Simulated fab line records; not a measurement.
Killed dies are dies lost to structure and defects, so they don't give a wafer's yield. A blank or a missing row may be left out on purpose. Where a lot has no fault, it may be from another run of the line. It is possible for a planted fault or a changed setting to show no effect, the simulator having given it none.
What tool caused it? ; flow gf180mcu ; 36 wafers from 12 lots sampled at 2 of the route's 602 steps

## WHAT EACH GAUGE READ, for each wafer
GF_VT_IMPLANT_TW_MEAS_21. Usual: VT_IMPLANT_2_TW gives 1218 (standard deviation 7.2).
lot;measured;on;VT_IMPLANT_2_TW;flag
L815;day 6 12:58;film metro-04;1214 1213 1219;
L816;day 6 23:28;film metro-04;1214 1213 1212;
L817;day 7 08:11;film metro-04;1234 1227 1231;
L818;day 7 10:38;film metro-04;1228 1232 1227;
L825;day 9 06:56;film metro-03;1157 1163 1158;OFF
L826;day 9 15:26;film metro-03;1214 1218 1219;
L827;day 9 20:20;film metro-03;1158 1157 1158;OFF
L828;day 10 03:14;film metro-02;1217 1219 1221;
L830;day 10 16:08;film metro-03;1218 1219 1215;
L832;day 11 02:41;film metro-03;1220 1226 1225;
L835;day 11 22:11;film metro-02;1216 1213 1213;
L837;day 12 11:24;film metro-03;1225 1230 1234;

## TOOL THAT RAN EACH LOT (tool first, then ch and the chambers of the sampled wafers, then the start)
lot;GF_VT_IMPLANT_IMPLANT_19
L815;implanter-02 ch 0, day 6 12:44
L816;implanter-01 ch 0, day 6 23:13
L817;implanter-01 ch 0, day 7 07:56
L818;implanter-02 ch 0, day 7 10:24
L825;implanter-01 ch 0, day 9 06:42
L826;implanter-03 ch 0, day 9 15:12
L827;implanter-01 ch 0, day 9 20:07
L828;implanter-02 ch 0, day 10 02:59
L830;implanter-03 ch 0, day 10 15:55
L832;implanter-02 ch 0, day 11 02:26
L835;implanter-03 ch 0, day 11 21:58
L837;implanter-03 ch 0, day 12 11:09
- GF_VT_IMPLANT_IMPLANT_19

## AS READ BY THE TOOLS THEMSELVES (means over the sampled wafers that have a number; for cases with no such wafer, the mark the record gives instead)
GF_VT_IMPLANT_IMPLANT_19. Usual: beam energy keV 99.988, standard deviation 0.027; beam on s 10.03 s, standard deviation 0.22; dose ions cm2 4.35e+12, standard deviation 4.6e+09; end station pressure torr 4.98e-06 Torr, standard deviation 2.7e-07; faraday current uA 24.4, standard deviation 0.53.
lot;tool;beam energy keV;beam on s (s);dose ions cm2;end station pressure torr (Torr);faraday current uA;flag
L815;implanter-02;99.981;10.02;4.35e+12;5.36e-06;24.5;
L816;implanter-01;99.989;9.97;4.35e+12;5.15e-06;24.6;
L817;implanter-01;99.989;9.98;4.35e+12;4.77e-06;24.6;
L818;implanter-02;99.997;10.00;4.35e+12;4.96e-06;24.6;
L825;implanter-01;99.985;8.65;4.35e+12;5.01e-06;28.3;OFF
L826;implanter-03;100.004;10.10;4.35e+12;5.09e-06;24.2;
L827;implanter-01;100.006;8.46;4.35e+12;5.15e-06;29.0;OFF
L828;implanter-02;99.981;10.05;4.36e+12;4.46e-06;24.4;
L830;implanter-03;100.004;9.85;4.35e+12;4.87e-06;24.9;
L832;implanter-02;99.972;9.95;4.35e+12;5.24e-06;24.6;
L835;implanter-03;99.989;10.06;4.35e+12;4.99e-06;24.4;
L837;implanter-03;100.017;10.25;4.35e+12;4.95e-06;23.9;

## THE ANSWER, worked out from the rows above alone
Rule: a lot counts as off when the mean over its wafers that have a number is more than 3 standard deviations away from the usual mean. Also off: a lot with no number at a reading for which 4 or more lots have one. Any other lot the step has rows for is counted as sound. The gauges are gone through in route order, then the tools' own readings, and for those a lot's mean is taken as printed above. At the first step where some lot is off, the reading lying furthest off is the one used; lots without a number count as furthest.
Off: L825, L827, seen at GF_VT_IMPLANT_TW_MEAS_21 (VT_IMPLANT_2_TW).
If a tool, at a process step before that reading, ran all the lots that are off and no sound lot after the first of them, it fits. Not tried: the gauges at GF_VT_IMPLANT_TW_MEAS_21; whatever is off there is also off at GF_VT_IMPLANT_IMPLANT_19, on other tools, and gauge error can't account for it. One candidate fits, namely implanter-01 at GF_VT_IMPLANT_IMPLANT_19. A fault onset in the window from L817 (day 7 07:56, its last sound lot) to L825 (day 9 06:42, its first lot off) fits.
The tool's own readings at GF_VT_IMPLANT_IMPLANT_19 bear it out: on the lots that are off they differ by more than 5 times the standard deviation of the sound lots' means. beam on s reads 8.55 s there against 10.02 s on the sound lots; faraday current uA reads 28.6 there against 24.5 on the sound lots.

## WHAT WAS PUT IN BY THE SIMULATOR
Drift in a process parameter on implanter-01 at GF_VT_IMPLANT_IMPLANT_19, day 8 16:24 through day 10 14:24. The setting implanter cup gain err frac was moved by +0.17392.
Lots struck among those shown: L825, L827. Same finding as the rule above.
